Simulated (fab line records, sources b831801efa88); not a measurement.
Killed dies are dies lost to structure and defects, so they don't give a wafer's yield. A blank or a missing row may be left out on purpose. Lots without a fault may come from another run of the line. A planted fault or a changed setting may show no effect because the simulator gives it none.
A struck lot beside a sound one | flow sky130 | 25 steps out of a route of 708
Sound: wafers L168.1, L168.4, L168.5. Struck: wafers L163.1, L163.2, L163.4. The cause comes at the end.
At each step with rows: each side's tool, then ch and its chambers, then its first start. Under that, the readings that differ: sound wafers | struck wafers | difference of the means | sigmas: that difference in standard deviations of wafers without a fault.
alike: readings whose means differ by less than 2 such deviations, and words and numbers that are the same on both sides. not compared: withheld readings, readings that some wafer has no value for, bounds like >300 that may hide the same value, and numbers for which the record gives no deviation and whose values overlap.
The two part at a step that has a row with sigmas, a row that says differs or no value, or rows on one side only. Numbers that don't overlap but have no deviation are shown without sigmas and don't part them. A reading that every wafer of one side lacks parts them only if that side has two wafers or more.

first, 1 step without rows for these wafers: SKY_LI_CONTACT_PRE_CLEAN_18 (time 5.6 s).
SKY_LI_CONTACT_SPUTTER_19: material Ti, target thk 20 nm, time 106.37 s.
  sound on pvd_sputter-04, day 35 12:02; struck on pvd_sputter-03, day 33 13:28
  alike: throttle_valve_pct
SKY_LI_CONTACT_SPUTTER_20: material TiN, target thk 20 nm, time 80 s.
  sound on pvd_sputter-04, day 35 12:06; struck on pvd_sputter-03, day 33 13:33
  alike: throttle_valve_pct
SKY_LI_CONTACT_CVD_21: deposits W, target thk 400 nm, time 120.56 s.
  sound on cvd_w-02 ch 0, day 35 12:10; struck on cvd_w-01 ch 0,1, day 33 13:37
  alike: heater_power_w
SKY_LI_CONTACT_RS_MEAS_22: measures by four-point-probe.
  sound on film_metro-02, day 35 12:17; struck on film_metro-01, day 33 13:44
  alike: LI_CONTACT_W_RS
SKY_LI_CONTACT_THK_MEAS_23: measures by xrf.
  sound on film_metro-02, day 35 12:25; struck on film_metro-01, day 33 13:51
  alike: LI_CONTACT_W_THK
then, 1 step without rows for these wafers: SKY_LI_CONTACT_CMP_24 (polishes, stops on PSG, t overpolish 20 s, target thk 0 nm).
SKY_LOCAL_INTERCONNECT_SPUTTER_00: material TiN, target thk 100 nm, time 83.3 s.
  sound on pvd_sputter-03, day 35 12:50; struck on pvd_sputter-01, day 33 14:13
  alike: throttle_valve_pct
SKY_LOCAL_INTERCONNECT_RS_MEAS_01: measures by four-point-probe.
  sound on film_metro-02, day 35 12:53; struck on film_metro-01, day 33 14:16
  alike: LOCAL_INTERCONNECT_TIN_RS
SKY_LOCAL_INTERCONNECT_THK_MEAS_02: measures by xrf.
  sound on film_metro-02, day 35 13:01; struck on film_metro-01, day 33 14:23
  alike: LOCAL_INTERCONNECT_TIN_THK
then, 2 steps without rows for these wafers: SKY_LOCAL_INTERCONNECT_DEHYDRATE_03 (time 60 s); SKY_LOCAL_INTERCONNECT_HMDS_04 (prime time 60 s).
SKY_LOCAL_INTERCONNECT_COAT_05: resist thk 60 nm.
  sound on litho_track-03 ch 0, day 36 01:40; struck on litho_track-01 ch 0, day 34 03:16
then, 5 steps without rows for these wafers: SKY_LOCAL_INTERCONNECT_COAT_06 (resist thk 450 nm); SKY_LOCAL_INTERCONNECT_SOFTBAKE_07 (time 90 s); SKY_LOCAL_INTERCONNECT_EXPOSE_08 (exposes mask LI1M, target cd 170 nm); SKY_LOCAL_INTERCONNECT_PEB_09; SKY_LOCAL_INTERCONNECT_DEVELOP_10 (develop time 60 s).
SKY_LOCAL_INTERCONNECT_CD_MEAS_11: target cd 170 nm.
  sound on cd_sem-02, day 36 15:07; struck on cd_sem-02, day 34 16:53
  alike: cd_nm
SKY_LOCAL_INTERCONNECT_OVL_MEAS_12:
  sound on overlay-01, day 36 15:14; struck on overlay-01, day 34 17:01
  alike: LOCAL_INTERCONNECT_OVL
SKY_LOCAL_INTERCONNECT_ETCH_13: etches BARC in N2/H2, stops on SiO2, time 45.9 s, target depth 60 nm.
  sound on rie_metal-03 ch 1, day 36 15:17; struck on rie_metal-04 ch 0,1, day 34 17:03
  reading                     | sound             | struck            | difference | sigmas
  drypump_motor_current_A (A) | 6.0 6.0 6.0       | 5.5 4.9 5.5       | -0.7       | -2
  oes_product_au (a.u.)       | 0.863 0.853 0.859 | 0.926 0.948 0.934 | +0.078     | +15
  model.etch.depth_nm (nm)    | 59.86 60.06 59.96 | 69.82 69.82 69.84 | +9.87      |
  alike: throttle_valve_pct
  not compared: rf_hours_counter_h
SKY_LOCAL_INTERCONNECT_METAL_ETCH_14: etches TiN in Cl2/BCl3, stops on PSG, target depth 110 nm, time 31.4 s.
  sound on rie_metal-03 ch 1, day 36 15:25; struck on rie_metal-04 ch 0,1, day 34 17:08
  reading                     | sound             | struck            | difference | sigmas
  bcl3_flow_sccm (sccm)       | 30.23 30.22 30.21 | 30.00 30.15 29.92 | -0.20      | -2
  drypump_motor_current_A (A) | 6.0 6.0 6.0       | 5.6 4.9 5.5       | -0.7       | -2
  alike: oes_product_au, throttle_valve_pct
  not compared: rf_hours_counter_h
SKY_LOCAL_INTERCONNECT_STRIP_15: strips in O2/N2.
  sound on plasma_asher-01 ch 1, day 36 15:31; struck on plasma_asher-02 ch 0,1, day 34 17:12
  reading                      | sound             | struck            | difference | sigmas
  strip_time_to_endpoint_s (s) | 4.707 4.683 4.672 | 4.874 4.834 4.855 | +0.167     | +7
  alike: drypump_motor_current_A, oes_product_au
  not compared: rf_hours_counter_h
then, 2 steps without rows for these wafers: SKY_LOCAL_INTERCONNECT_STRIP_16 (strips in post etch residue remover, time 1200 s); SKY_PAD_OPEN_PROBE_99.

WHERE THEY PART
First at SKY_LOCAL_INTERCONNECT_ETCH_13; last, within this record, at SKY_LOCAL_INTERCONNECT_STRIP_15.

WHY: what the simulator had put in
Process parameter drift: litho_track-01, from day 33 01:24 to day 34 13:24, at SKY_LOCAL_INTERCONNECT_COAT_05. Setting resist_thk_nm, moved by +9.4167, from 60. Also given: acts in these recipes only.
